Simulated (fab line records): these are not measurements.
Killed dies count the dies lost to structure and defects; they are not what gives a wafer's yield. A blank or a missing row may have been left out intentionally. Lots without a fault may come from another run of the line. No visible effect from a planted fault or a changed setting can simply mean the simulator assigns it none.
fab line records    flow sky130
[record] lots = 12  wafers = 36  lastDay = 50
route steps=708 shown METAL2@499 VIA2@508 METAL3@567 VIA4@660 PAD_OPEN@708
lots with no fault: from the same line, run without faults
startH: hours from the record's first day to the start of the lot's first wafer shown    waitH: time in hours since the lot's previous step    " the same as in the row above    L1.1+2: a row that stands for several wafers    - no value present, or no start provided    * or withheld: withheld    < > ~ a bound
route shown NAME@n: NAME is a module with steps in the file, n the number in the route of the first one    usual: mean and standard deviation over wafers with no fault    same: alike in all rows    chamber/n: place in a boat    sites: each site's reading    _std_site: the standard deviation of these    _edge_site: outer sites' mean less inner sites'    radiusMm: how far each site lies from the wafer's centre    mask NAME#n: copy n    behind: the tool/chamber that last shaped the wafer    hold: what put the lot on hold/how long, in hours/how the hold closed    device: the n, p or np transistor that did not switch    end of line: tests run on the same wafers once the route is complete    a step with no rows: only its recipe    killed: dies lost to structure and defects at the first sort, not the wafer's yield    map: dies across one wafer; x = killed, . = not, _ = none there
set.NAME: the run value of the setting; set.NAME@STEP: its run value at that earlier step    model.NAME: the simulator's own value behind a step, which no gauge read
one table for each step of the route and one row for each wafer, over a sample of lots
services: the hour from which a tool's chamber was out of use, counted from the record's first day as startH (under 0 if before that day), plus the number of hours and why
[[steps]]
[step SKY_METAL2_OVL_MEAS_16]
[usual] METAL2_OVL = 2/5.4
lot.wafer  tool        chamber  startH  waitH  METAL2_OVL[nm]
L214.1     overlay-01  -        807.73  0.1    8
L214.4     "           -        "       "      -3
L214.5     "           -        "       "      11
L216.2     overlay-01  -        823.16  0.1    1
L216.4     "           -        "       "      0
L216.6     "           -        "       "      11
L218.1     overlay-02  -        837.01  0.1    5
L218.2     "           -        "       "      0
L218.6     "           -        "       "      4
L219.1     overlay-01  -        857.11  0.1    -3
L219.3     "           -        "       "      6
L219.6     "           -        "       "      4
L220.1     overlay-01  -        864.08  0.1    -7
L220.3     "           -        "       "      -1
L220.4     "           -        "       "      -8
L221.2     overlay-01  -        865.34  0.1    -2
L221.3     "           -        "       "      -7
L221.6     "           -        "       "      -4
L222.1     overlay-02  -        878.31  0.1    3
L222.2     "           -        "       "      2
L222.3     "           -        "       "      -6
L231.1     overlay-02  -        940.66  0.1    11
L231.3     "           -        "       "      4
L231.6     "           -        "       "      7
L233.2     overlay-01  -        994.57  0.1    11
L233.4     "           -        "       "      0
L233.6     "           -        "       "      8
L237.1     overlay-01  -        994.88  0.1    3
L237.5     "           -        "       "      5
L237.6     "           -        "       "      -2
L236.1     overlay-01  -        997.28  0.1    2
L236.2     "           -        "       "      2
L236.5     "           -        "       "      2
L235.1     overlay-02  -        999.98  0.1    0
L235.3     "           -        "       "      2
L235.5     "           -        "       "      -1
[step SKY_VIA2_THK_MEAS_01]
[recipe] reads = SiO2_of_VIA2_HDPCVD_00
[usual] VIA2_HDPCVD_THK = 1182/12
lot.wafer  tool          chamber  startH   waitH  VIA2_HDPCVD_THK[nm]
L214.1     filmMetro-03  -        808.67   0.1    1161
L214.4     "             -        "        "      1165
L214.5     "             -        "        "      1162
L216.2     filmMetro-04  -        824.11   0.1    1188
L216.4     "             -        "        "      1176
L216.6     "             -        "        "      1189
L218.1     filmMetro-03  -        838.05   0.1    1183
L218.2     "             -        "        "      1174
L218.6     "             -        "        "      1179
L219.1     filmMetro-03  -        858.12   0.1    1175
L219.3     "             -        "        "      1201
L219.6     "             -        "        "      1195
L220.1     filmMetro-04  -        865.02   0.1    1170
L220.3     "             -        "        "      1168
L220.4     "             -        "        "      1174
L221.2     filmMetro-04  -        866.31   0.1    1179
L221.3     "             -        "        "      1174
L221.6     "             -        "        "      1181
L222.1     filmMetro-03  -        879.25   0.1    1172
L222.2     "             -        "        "      1201
L222.3     "             -        "        "      1177
L231.1     filmMetro-04  -        941.60   0.1    1206
L231.3     "             -        "        "      1180
L231.6     "             -        "        "      1181
L233.2     filmMetro-04  -        995.55   0.1    1190
L233.4     "             -        "        "      1176
L233.6     "             -        "        "      1176
L237.1     filmMetro-02  -        995.82   0.1    1205
L237.5     "             -        "        "      1198
L237.6     "             -        "        "      1192
L236.1     filmMetro-03  -        998.23   0.1    1186
L236.2     "             -        "        "      1185
L236.5     "             -        "        "      1181
L235.1     filmMetro-03  -        1000.92  0.1    1176
L235.3     "             -        "        "      1179
L235.5     "             -        "        "      1163
[step SKY_METAL3_ETCH_17]
[recipe] target = SiO2  stopOn = TiN  chemistry = C4F8/O2/Ar  sourceW = 1500  biasW = 1200  pressureMtorr = 40  c4f8FlowSccm = withheld  O2_flow_sccm = 6  Ar_flow_sccm = 300  timeS = 3.9  targetDepthA = 150
[usual] biasW = 1200/3.6  oesProductAu = 0.754/0.0073
[same] timeS = 3.9
lot.wafer  tool        chamber  startH   waitH  biasW  oesProductAu  rfHoursCounterH
L214.1     rieDiel-03  0        890.62   0.1    1196   0.751         11
L214.4     "           3        "        "      1195   0.759         19
L214.5     "           3        "        "      1201   0.757         -
L216.2     rieDiel-03  0        903.61   0.1    1199   0.752         11
L216.4     "           2        "        "      1197   0.756         -
L216.6     "           3        "        "      1201   0.764         -
L218.1     rieDiel-03  2        917.54   0.1    1195   0.755         20
L218.2     "           3        "        "      1199   0.754         20
L218.6     "           2        "        "      1197   0.758         -
L219.1     rieDiel-03  2        938.75   0.1    1203   0.744         20
L219.3     "           0        "        "      1195   0.745         12
L219.6     "           2        "        "      1197   0.750         -
L220.1     rieDiel-03  0        943.44   0.1    1199   0.755         12
L220.3     "           2        "        "      1204   0.750         21
L220.4     "           3        "        "      1199   0.762         21
L221.2     rieDiel-04  3        944.52   0.1    1198   0.742         11
L221.3     "           0        "        "      1200   0.740         6
L221.6     "           3        "        "      1193   0.750         -
L222.1     rieDiel-02  1        956.05   0.1    1203   0.750         8
L222.2     "           3        "        "      1194   0.758         4
L222.3     "           2        "        "      1206   0.761         20
L231.1     rieDiel-04  1        1015.46  0.1    1199   0.743         16
L231.3     "           2        "        "      1192   0.741         8
L231.6     "           2        "        "      1196   0.755         -
L233.2     rieDiel-03  2        1066.10  0.1    1196   0.749         25
L233.4     "           0        "        "      1202   0.756         16
L233.6     "           3        "        "      1201   0.760         -
L237.1     rieDiel-04  3        1066.75  0.1    1202   0.741         15
L237.5     "           1        "        "      1203   0.744         -
L237.6     "           2        "        "      1200   0.747         -
L236.1     rieDiel-03  1        1068.77  0.1    1196   0.752         27
L236.2     "           0        "        "      1196   0.747         16
L236.5     "           0        "        "      1197   0.746         -
L235.1     rieDiel-02  1        1070.38  0.1    1203   0.750         12
L235.3     "           3        "        "      1206   0.747         8
L235.5     "           1        "        "      1203   0.748         -
[step SKY_VIA4_CMP_21]
[recipe] stopOn = SiO2  tOverpolishS = 25  downForcePsi = 3.5  platenRpm = 60  targetThkNm = 0  padVelocityMS = 0.94248
[usual] motorCurrentA = 11.4/1.1  overpolishRunS = 25.000/0.0099  platenRpm = 60.00/0.039  timeToEndpointS = 122/4.6
lot.wafer  tool    chamber  startH   waitH  motorCurrentA  overpolishRunS  platenRpm  timeToEndpointS
L214.1     cmp-02  1        995.18   0.1    9.5            25.026          60.03      122
L214.4     "       2        "        "      13.2           24.992          60.00      118
L214.5     "       2        "        "      13.8           24.995          60.01      112
L216.4     cmp-01  3        1006.46  0.0    11.4           24.987          60.04      121
L216.2     "       1        "        "      11.6           25.004          59.92      122
L216.6     "       0        "        "      13.2           24.992          60.06      115
L218.1     cmp-01  1        1021.58  0.4    11.4           25.004          60.02      124
L218.2     "       3        "        "      11.2           25.011          60.05      121
L218.6     "       1        "        "      11.7           24.983          59.98      125
L219.3     cmp-01  1        1040.80  0.9    11.8           25.003          59.97      129
L219.1     "       2        "        "      10.6           24.994          59.96      129
L219.6     "       3        "        "      10.5           24.988          60.04      127
L220.4     cmp-01  1        1043.39  0.0    11.8           25.006          59.95      124
L220.1     "       3        "        "      11.1           25.011          60.00      122
L220.3     "       0        "        "      13.1           25.033          59.99      120
L221.2     cmp-01  2        1045.11  0.1    10.3           0.040           60.02      189
L221.3     "       0        "        "      12.8           25.000          60.08      117
L221.6     "       2        "        "      10.4           0.040           59.98      190
L222.3     cmp-01  2        1054.12  0.1    10.6           0.043           60.02      190
L222.2     "       3        "        "      10.7           25.001          60.01      124
L222.1     "       0        "        "      12.5           25.001          60.05      118
L231.1     cmp-02  1        1106.13  0.1    9.7            25.013          59.96      118
L231.3     "       0        "        "      10.4           25.004          60.00      117
L231.6     "       1        "        "      10.2           24.981          59.98      115
L233.2     cmp-02  1        1150.57  0.1    10.2           24.998          60.01      127
L233.4     "       2        "        "      13.0           25.006          59.99      115
L233.6     "       0        "        "      10.6           24.975          60.10      119
L237.1     cmp-01  0        1151.35  0.2    13.0           24.998          60.06      122
L237.6     "       2        "        "      10.6           24.997          60.01      129
L237.5     "       3        "        "      11.3           25.003          59.99      128
L236.2     cmp-01  1        1154.14  0.0    11.9           25.008          60.02      127
L236.1     "       0        "        "      13.3           24.997          59.96      121
L236.5     "       1        "        "      11.9           25.005          59.98      130
L235.1     cmp-02  0        1155.25  0.1    10.4           25.011          59.99      125
L235.3     "       2        "        "      13.4           25.007          59.96      120
L235.5     "       1        "        "      9.6            24.993          59.96      123
[step SKY_PAD_OPEN_PROBE_99]
[usual] defectLimitedYield = 82.6/1.9  killed_at_M0_to_M3 = 43/7.3  killed_at_M4_up = 3.0/2  killedAtContacts = 24/5.2  killedAtFrontEnd = 15/4.4  killedAtOther = 0.2/0.48  killedDies = 86/9.1  killedOnRim = 16/4  killedOpen = 47/7.3  killedShort = 38/6.4  sort_bin_3_pad_short = 0.8/0.38  sort_bin_5_function = 10.5/1.4  sort_bin_6_memory = 6.1/1.1  sortNPass = 406/9.1  sortYieldPct = 82.6/1.9
[same] grossDies = 492  killedAtBackSide = 0  sort_bin_4_leakage[%] = 0  sort_bin_8_speed[%] = 0
lot.wafer  tool       chamber  startH   waitH  defectLimitedYield[%]  killed_at_M0_to_M3  killed_at_M4_up  killedAtContacts  killedAtFrontEnd  killedAtOther  killedDies  killedOnRim  killedOpen  killedShort  sort_bin_3_pad_short[%]  sort_bin_5_function[%]  sort_bin_6_memory[%]  sortNPass  sortYieldPct[%]
L221.2     prober-01  -        1110.82  0.1    0                      64                  390              30                8                 0              492         96           61          44           79.7                     14.0                    6.3                   0          0
L221.3     prober-01  -        1110.87  0.2    81.9                   46                  3                25                14                1              89          14           45          44           1.0                      11.2                    5.9                   403        81.9
L221.6     prober-01  -        1111.02  0.2    0                      45                  417              18                12                0              492         96           50          28           84.6                     10.8                    4.7                   0          0
L222.1     prober-02  -        1117.46  0.1    83.9                   40                  1                25                13                0              79          17           38          41           0.6                      9.6                     5.9                   413        83.9
L222.2     prober-02  -        1117.51  0.1    83.5                   40                  2                26                13                0              81          16           46          35           0.6                      10.2                    5.7                   411        83.5
L222.3     prober-02  -        1117.56  0.2    0                      29                  418              28                16                1              492         96           43          37           84.3                     11.4                    4.3                   0          0
L231.1     prober-01  -        1166.04  0.1    80.7                   51                  4                26                14                0              95          16           53          42           0.2                      12.8                    6.3                   397        80.7
L231.3     prober-01  -        1166.14  0.2    83.9                   44                  2                21                12                0              79          9            41          38           1.4                      10.6                    4.1                   413        83.9
L231.6     prober-01  -        1166.29  0.2    82.1                   44                  0                19                24                1              88          23           52          36           0                        10.4                    7.5                   404        82.1
L233.2     prober-01  -        1203.86  0.1    84.3                   37                  0                34                6                 0              77          9            41          36           0.6                      9.8                     5.3                   415        84.3
L233.4     prober-01  -        1203.96  0.2    85.4                   41                  3                17                10                1              72          16           32          40           1.0                      10.2                    3.5                   420        85.4
L233.6     prober-01  -        1204.06  0.2    78.9                   50                  3                37                14                0              104         21           49          55           0.8                      13.2                    7.1                   388        78.9
L237.1     prober-02  -        1205.31  0.1    85.0                   45                  1                17                11                0              74          11           43          31           1.0                      8.3                     5.7                   418        85.0
L237.5     prober-02  -        1205.51  0.2    83.3                   43                  2                18                19                0              82          15           40          42           0.8                      9.8                     6.1                   410        83.3
L237.6     prober-02  -        1205.56  0.2    86.8                   30                  1                19                14                1              65          12           33          31           0.6                      7.3                     5.3                   427        86.8
// killed by level:class
L221.2 VIA4:areaCmp=387 VIA1:geometricParticle:open=18 LI_CONTACT:geometricParticle:open=13 VIA1:geometricParticle:short=11 VIA2:geometricParticle:open=10 METAL1:geometricParticle:short=6 VIA2:geometricParticle:short=6 LOCAL_INTERCONNECT:geometricParticle:short=5
L221.3 LOCAL_INTERCONNECT:geometricParticle:short=7 CONTACT:geometricParticle:open=7 METAL1:geometricParticle:short=7 VIA1:geometricParticle:open=7 FIELD_ISO:geometricParticle:open=6 VIA2:geometricParticle:open=6 VIA1:geometricParticle:short=5 VIA3:geometricParticle:open=5
L221.6 VIA4:areaCmp=414 VIA1:geometricParticle:open=13 VIA3:geometricParticle:open=10 CONTACT:geometricParticle:open=8 VIA2:geometricParticle:open=6 POLY_GATE:geometricParticle:short=5 FIELD_ISO:geometricParticle:open=4 LI_CONTACT:geometricParticle:open=4
L222.1 VIA3:geometricParticle:open=8 METAL2:geometricParticle:short=7 LI_CONTACT:geometricParticle:short=6 LI_CONTACT:geometricParticle:open=6 METAL1:geometricParticle:short=6 VIA1:geometricParticle:open=5 POLY_GATE:geometricParticle:short=4 LOCAL_INTERCONNECT:geometricParticle:short=4
L222.2 CONTACT:geometricParticle:open=9 VIA1:geometricParticle:open=9 LI_CONTACT:geometricParticle:open=8 METAL2:geometricParticle:short=6 VIA3:geometricParticle:open=6 VIA2:geometricParticle:open=6 METAL1:geometricParticle:short=4 SPACER:geometricParticle:short=4
L222.3 VIA4:areaCmp=412 LI_CONTACT:geometricParticle:open=10 CONTACT:geometricParticle:open=8 METAL1:geometricParticle:short=6 POLY_GATE:geometricParticle:open=5 CONTACT:geometricParticle:short=5 METAL2:geometricParticle:short=5 VIA1:geometricParticle:open=4
L231.1 VIA1:geometricParticle:open=10 METAL2:geometricParticle:short=8 LI_CONTACT:geometricParticle:open=8 VIA1:geometricParticle:short=7 VIA2:geometricParticle:open=7 CONTACT:geometricParticle:open=7 LOCAL_INTERCONNECT:geometricParticle:short=6 FIELD_ISO:geometricParticle:open=5
L231.3 VIA1:geometricParticle:open=11 VIA2:geometricParticle:open=7 LI_CONTACT:geometricParticle:open=6 LOCAL_INTERCONNECT:geometricParticle:short=6 FIELD_ISO:geometricParticle:short=5 CONTACT:geometricParticle:open=5 METAL2:geometricParticle:short=5 VIA2:geometricParticle:short=5
L231.6 VIA1:geometricParticle:open=12 FIELD_ISO:geometricParticle:open=9 CONTACT:geometricParticle:open=9 VIA2:geometricParticle:open=7 METAL2:geometricParticle:short=6 VIA1:geometricParticle:short=5 LI_CONTACT:geometricParticle:open=5 FIELD_ISO:geometricParticle:short=3
L233.2 VIA1:geometricParticle:open=10 LI_CONTACT:geometricParticle:open=9 CONTACT:geometricParticle:short=9 CONTACT:geometricParticle:open=8 VIA3:geometricParticle:open=6 LI_CONTACT:geometricParticle:short=5 METAL1:geometricParticle:short=4 VIA1:geometricParticle:short=4
L233.4 VIA3:geometricParticle:open=10 LI_CONTACT:geometricParticle:open=9 METAL1:geometricParticle:short=7 VIA1:geometricParticle:short=7 VIA2:geometricParticle:open=4 FIELD_ISO:geometricParticle:short=3 CONTACT:geometricParticle:open=3 VIA1:geometricParticle:open=3
L233.6 LI_CONTACT:geometricParticle:open=9 CONTACT:geometricParticle:short=9 VIA1:geometricParticle:open=8 CONTACT:geometricParticle:open=8 LI_CONTACT:geometricParticle:short=7 VIA1:geometricParticle:short=7 METAL1:geometricParticle:short=7 METAL2:geometricParticle:short=7
L237.1 VIA1:geometricParticle:open=10 VIA3:geometricParticle:open=8 CONTACT:geometricParticle:open=8 VIA2:geometricParticle:open=7 METAL2:geometricParticle:short=6 VIA2:geometricParticle:short=5 FIELD_ISO:geometricParticle:short=4 LI_CONTACT:geometricParticle:open=4
L237.5 VIA1:geometricParticle:open=12 FIELD_ISO:geometricParticle:short=10 VIA2:geometricParticle:open=6 METAL2:geometricParticle:short=6 LI_CONTACT:geometricParticle:open=5 CONTACT:geometricParticle:short=5 VIA3:geometricParticle:open=5 VIA3:geometricParticle:short=4
L237.6 LI_CONTACT:geometricParticle:open=7 VIA1:geometricParticle:open=7 METAL1:geometricParticle:short=6 VIA2:geometricParticle:open=5 CONTACT:geometricParticle:open=4 FIELD_ISO:geometricParticle:open=3 POLY_GATE:geometricParticle:open=3 LI_CONTACT:geometricParticle:short=3
[[services]]
tool        chamber  startH   hours  kind
cmp-02      -        883.65   3.6    repair
rieDiel-04  -        885.17   0.2    repair
rieDiel-03  1        885.18   3.6    repair
rieDiel-03  1        894.59   16.8   repair
cmp-01      -        911.60   1.1    repair
rieDiel-04  0        921.37   3.0    repair
rieDiel-04  2        925.24   4.4    repair
rieDiel-04  2        935.78   6.1    repair
cmp-01      -        937.63   3.0    pm
cmp-01      -        938.76   2.1    repair
cmp-01      -        940.89   4.0    pm
rieDiel-04  3        944.63   1.8    repair
rieDiel-03  0        956.95   21.9   repair
cmp-01      -        962.84   2.2    repair
cmp-02      -        976.44   0.5    repair
rieDiel-03  0        998.09   6.0    repair
cmp-02      -        1007.81  5.9    pm
cmp-01      -        1027.87  0.6    repair
cmp-02      -        1037.68  2.7    repair
cmp-02      -        1059.04  1.5    repair
cmp-02      -        1067.79  4.0    pm
cmp-02      -        1068.87  0.7    repair
rieDiel-03  1        1074.56  10.7   repair
cmp-01      -        1146.31  1.9    repair
[[key]]
[firstSign] step = SKY_VIA4_CMP_21  reading = overpolishRunS  direction = down  sigmas = 99+  usual = 25.000  struck = 0.041
[effect] step = SKY_VIA4_CMP_21  reading = timeToEndpointS  direction = up  sigmas = 15  usual = *  struck = *
[effect] step = SKY_PAD_OPEN_PROBE_99  reading = sort_bin_3_pad_short  direction = up  sigmas = 99+  usual = 0.8  struck = 82.9
[moreKillsBornAt] SKY_VIA4_CMP_21@cmp-01 = 1213
metAt SKY_VIA4_CMP_21
struckLots L221,L222
struckWafers L221.2,L221.6,L222.3
laterRowsLeftOut L221.2,L221.6,L222.3
notActingAt SKY_METAL2_OVL_MEAS_16,SKY_VIA2_THK_MEAS_01,SKY_METAL3_ETCH_17
onsetBetween 1040.80 1045.11
[fault] kind = processParameterDrift  tool = cmp-01  chamber = 2  onsetH = 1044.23  steps = SKY_VIA4_CMP_21  channel = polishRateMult  offset = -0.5  shape = step  endH = 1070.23
// laterRowsLeftOut: the simulator's readings of these wafers behind a module that went badly wrong aren't trusted and aren't shown, but for the sort
